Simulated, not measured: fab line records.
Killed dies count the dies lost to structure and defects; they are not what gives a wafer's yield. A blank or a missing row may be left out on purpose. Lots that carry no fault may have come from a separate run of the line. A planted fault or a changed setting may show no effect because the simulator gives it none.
Lot-split experiment + flow gf180mcu + 5 lots, 23 wafers read, on a route of 602 steps

ABOUT THE SPLIT
At GF_TOP_METAL_EXPOSE_11 (exposes mask MetalTop, target cd 440 nm), the setting doseMj was moved away from the recipe's 170 on 7 of the 23 wafers read, by -4.0% to +5.0%. This setting was run at the recipe's value on the other wafers.

FROM THE SPLIT TO THE READING: what the file shows between them, 2 steps
- GF_TOP_METAL_PEB_12
- GF_TOP_METAL_DEVELOP_13: develop time 60 s

THE READING
cdNm at GF_TOP_METAL_CD_MEAS_14, given in nm (cd target 440 nm). Typical for fault-free wafers on this fab line: 439.9 nm, with standard deviation 2 nm.

| wafer  | tool, chamber at the split | doseMj as run | against the recipe | cdNm, nm | against lot-mates on the recipe |
|--------|----------------------------|---------------|--------------------|----------|---------------------------------|
| L076.1 | ilineStepper-01, 0         | 170           | recipe             | 442.8    | -                               |
| L076.5 | ilineStepper-01, 0         | 170           | recipe             | 440.1    | -                               |
| L076.6 | ilineStepper-01, 0         | 170           | recipe             | 441.3    | -                               |
| L078.1 | ilineStepper-01, 0         | 170           | recipe             | 442.9    | -                               |
| L078.2 | ilineStepper-01, 0         | 170           | recipe             | 440.6    | -                               |
| L078.4 | ilineStepper-01, 0         | 170           | recipe             | 441.1    | -                               |
| L078.5 | ilineStepper-01, 0         | 170           | recipe             | 442.2    | -                               |
| L078.6 | ilineStepper-01, 0         | 170           | recipe             | 442.7    | -                               |
| L082.1 | ilineStepper-01, 0         | 170           | recipe             | 436.2    | -                               |
| L082.2 | ilineStepper-01, 0         | 163.2         | -4.0%              | 447.6    | +11.5                           |
| L082.3 | ilineStepper-01, 0         | 170           | recipe             | 436.1    | -                               |
| L082.4 | ilineStepper-01, 0         | 163.2         | -4.0%              | 448.7    | +12.6                           |
| L082.5 | ilineStepper-01, 0         | 163.2         | -4.0%              | 446.7    | +10.6                           |
| L083.2 | ilineStepper-02, 0         | 170           | recipe             | 440.1    | -                               |
| L083.3 | ilineStepper-02, 0         | 170           | recipe             | 440.2    | -                               |
| L083.4 | ilineStepper-02, 0         | 178.5         | +5.0%              | 426.9    | -13.1                           |
| L083.5 | ilineStepper-02, 0         | 178.5         | +5.0%              | 427.5    | -12.5                           |
| L083.6 | ilineStepper-02, 0         | 170           | recipe             | 439.7    | -                               |
| L084.2 | ilineStepper-02, 0         | 170           | recipe             | 440.7    | -                               |
| L084.3 | ilineStepper-02, 0         | 164.4         | -3.3%              | 448.6    | +7.3                            |
| L084.4 | ilineStepper-02, 0         | 164.4         | -3.3%              | 451.0    | +9.7                            |
| L084.5 | ilineStepper-02, 0         | 170           | recipe             | 440.2    | -                               |
| L084.6 | ilineStepper-02, 0         | 170           | recipe             | 442.9    | -                               |

THE FIT
A straight line over all 23 wafers: cdNm changes by -2.36 nm for each +1% of doseMj; r = -0.93; the points scatter about the line by 2.1 nm.
The same after taking each lot's own level away (the mean of its wafers on the recipe; 23 wafers): -2.68 nm for each +1%; r = -0.99; scatter 0.96 nm.
The reading moves by 13 nm for the largest change in doseMj, on that fit.
Across the lots, their own levels run from 436.15 to 441.90 nm, a range of 2.9 times the standard deviation given above.
So the lot-to-lot level changes the slope: the two fits differ.
Check: for one of the wafers moved furthest among these (+5.0%), held out of the fit, the line's prediction against its lot-mates is -13.4 nm. It came out at -13.1 nm against them.

THE OTHER SPLITS THESE WAFERS WENT THROUGH
These wafers also went through other splits before the reading. Each is held against what the fit with the lots' levels taken away leaves over:
| other split on the same wafers            | wafers away from the commonest value | r with cdNm (lot level and that fit taken away) |
|-------------------------------------------|--------------------------------------|-------------------------------------------------|
| GF_MIM_CVD_05 timeS                       | 6                                    | -0.01                                           |
| GF_MIM_SPUTTER_08 timeS                   | 8                                    | -0.11                                           |
| GF_MIM_EXPOSE_16 doseMj                   | 7                                    | +0.01                                           |
| GF_V5_CMP_04 leaveAboveRefNm              | 6                                    | -0.18                                           |
| GF_TOP_METAL_SPUTTER_00 chamberPressurePa | 15                                   | -0.02                                           |

THE FILE'S OWN FIT
cdNm changes by -2.67 nm for each +1% of doseMj, r = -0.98.
